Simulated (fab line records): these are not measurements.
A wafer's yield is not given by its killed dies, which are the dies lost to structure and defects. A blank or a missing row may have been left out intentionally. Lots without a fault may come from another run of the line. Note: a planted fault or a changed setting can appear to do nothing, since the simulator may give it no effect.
Matching of chambers	flow sky130	SKY_VIA4_CMP_21 on cmp-01 has 4 sister chambers
The step polishes, stops on SiO2, t overpolish 25 s, target thk 0 nm. 4 wafers are shown with their chamber, then 8 later ones without.

== EACH WAFER AND ITS CHAMBER ==
wafer	chamber	motor-current-A (A)
L616.1	1	11.6
L616.2	2	12.4
L616.5	3	9.5
L617.1	0	8.9

== WAFERS WITH NO CHAMBER GIVEN ==
wafer	motor-current-A (A)
L617.5	9.3
L617.6	11.4
L621.4	12.1
L621.5	9.8
L621.6	11.4
L623.4	12.2
L623.5	9.2
L623.6	9.9

== WHICH CHAMBER EACH WENT THROUGH ==
wafer	from the rows above	in truth
L617.5	can't be placed: 3 or 0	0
L617.6	1	1
L621.4	can't be placed: 2 or 1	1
L621.5	3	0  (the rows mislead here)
L621.6	1	1
L623.4	can't be placed: 2 or 1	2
L623.5	can't be placed: 0 or 3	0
L623.6	3	3
Placed correctly: 3 of 8. These rows do not allow placing 4 (true chamber among the candidates in 4). Number placed wrongly: 1.
How it was worked out, from the rows above alone: a wafer's distance from a chamber is the root of the sum, over the readings, of the square of ((its reading less the chamber's mean) divided by the reading's scatter). If the next closest chamber is less than 2 further off than the closest, the wafer can't be placed; otherwise it belongs to the closest. Each chamber's mean is taken over the wafers shown for it. The scatter: with one shown wafer a chamber, the root of the mean of the squares of how far each hidden wafer lies from its nearest shown one.
